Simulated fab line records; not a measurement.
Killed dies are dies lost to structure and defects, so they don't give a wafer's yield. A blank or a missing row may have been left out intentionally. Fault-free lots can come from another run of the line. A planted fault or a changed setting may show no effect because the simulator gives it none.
Chamber matching || flow sky130 || SKY_CONTACT_CMP_04 on cmp-02: 4 sister chambers
The step polishes SiO2. 14 wafers are shown with their chamber, then 7 later ones without.

WAFERS WITH THEIR CHAMBER
{"wafer": "L077.1", "chamber": 2, "motor-current-A (A)": 9.8, "time-to-endpoint-s (s)": 91}
{"wafer": "L077.3", "chamber": 0, "motor-current-A (A)": 12.4, "time-to-endpoint-s (s)": 78}
{"wafer": "L077.6", "chamber": 2, "motor-current-A (A)": 9.3, "time-to-endpoint-s (s)": 82}
{"wafer": "L082.1", "chamber": 0, "motor-current-A (A)": 13.8, "time-to-endpoint-s (s)": 75}
{"wafer": "L082.3", "chamber": 2, "motor-current-A (A)": 9.4, "time-to-endpoint-s (s)": 87}
{"wafer": "L082.4", "chamber": 3, "motor-current-A (A)": 11.1, "time-to-endpoint-s (s)": 80}
{"wafer": "L083.1", "chamber": 3, "motor-current-A (A)": 11.3, "time-to-endpoint-s (s)": 81}
{"wafer": "L083.3", "chamber": 0, "motor-current-A (A)": 12.9, "time-to-endpoint-s (s)": 84}
{"wafer": "L083.5", "chamber": 1, "motor-current-A (A)": 12.6, "time-to-endpoint-s (s)": 79}
{"wafer": "L086.1", "chamber": 2, "motor-current-A (A)": 9.9, "time-to-endpoint-s (s)": 90}
{"wafer": "L086.2", "chamber": 3, "motor-current-A (A)": 12.3, "time-to-endpoint-s (s)": 85}
{"wafer": "L086.6", "chamber": 1, "motor-current-A (A)": 11.9, "time-to-endpoint-s (s)": 81}
{"wafer": "L087.3", "chamber": 1, "motor-current-A (A)": 12.0, "time-to-endpoint-s (s)": 83}
{"wafer": "L087.4", "chamber": 2, "motor-current-A (A)": 10.2, "time-to-endpoint-s (s)": 89}

SIGNATURES, as means of the wafers listed above
{"reading": "motor-current-A", "chamber 0": 13.033, "chamber 1": 12.167, "chamber 2": 9.720, "chamber 3": 11.567, "scatter within a chamber": 0.517}
{"reading": "time-to-endpoint-s", "chamber 0": 79.00, "chamber 1": 81.00, "chamber 2": 87.80, "chamber 3": 82.00, "scatter within a chamber": 3.39}
Rule: for a wafer and a chamber, the distance is found by dividing, reading by reading, the gap between the wafer's reading and the chamber's mean by the reading's scatter, squaring, summing and taking the root. The wafer belongs to the nearest chamber; if the next one is less than 2 further off, it can't be placed. The scatter: the root of (the sum of the squares of (reading less its chamber's mean) over the shown wafers, divided by (wafers less chambers)).

WAFERS WITHOUT THEIR CHAMBER
{"wafer": "L087.6", "motor-current-A (A)": 12.3, "time-to-endpoint-s (s)": 79}
{"wafer": "L088.2", "motor-current-A (A)": 11.4, "time-to-endpoint-s (s)": 83}
{"wafer": "L088.3", "motor-current-A (A)": 10.2, "time-to-endpoint-s (s)": 81}
{"wafer": "L088.5", "motor-current-A (A)": 11.0, "time-to-endpoint-s (s)": 79}
{"wafer": "L090.2", "motor-current-A (A)": 12.3, "time-to-endpoint-s (s)": 79}
{"wafer": "L090.3", "motor-current-A (A)": 12.5, "time-to-endpoint-s (s)": 80}
{"wafer": "L090.5", "motor-current-A (A)": 9.6, "time-to-endpoint-s (s)": 85}

EACH ONE'S CHAMBER
{"wafer": "L087.6", "from the rows above": "can't be placed: 1 or 0 or 3", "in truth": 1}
{"wafer": "L088.2", "from the rows above": "can't be placed: 3 or 1", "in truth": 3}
{"wafer": "L088.3", "from the rows above": "can't be placed: 2 or 3 or 1", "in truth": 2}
{"wafer": "L088.5", "from the rows above": "can't be placed: 3 or 1", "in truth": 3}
{"wafer": "L090.2", "from the rows above": "can't be placed: 1 or 0 or 3", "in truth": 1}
{"wafer": "L090.3", "from the rows above": "can't be placed: 1 or 0 or 3", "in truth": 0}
{"wafer": "L090.5", "from the rows above": 2, "in truth": 2}
Correct placement for 1 of the 7. Can't be placed from these rows: 6 (the true chamber is among the candidates in 6). Wrongly placed: 0.
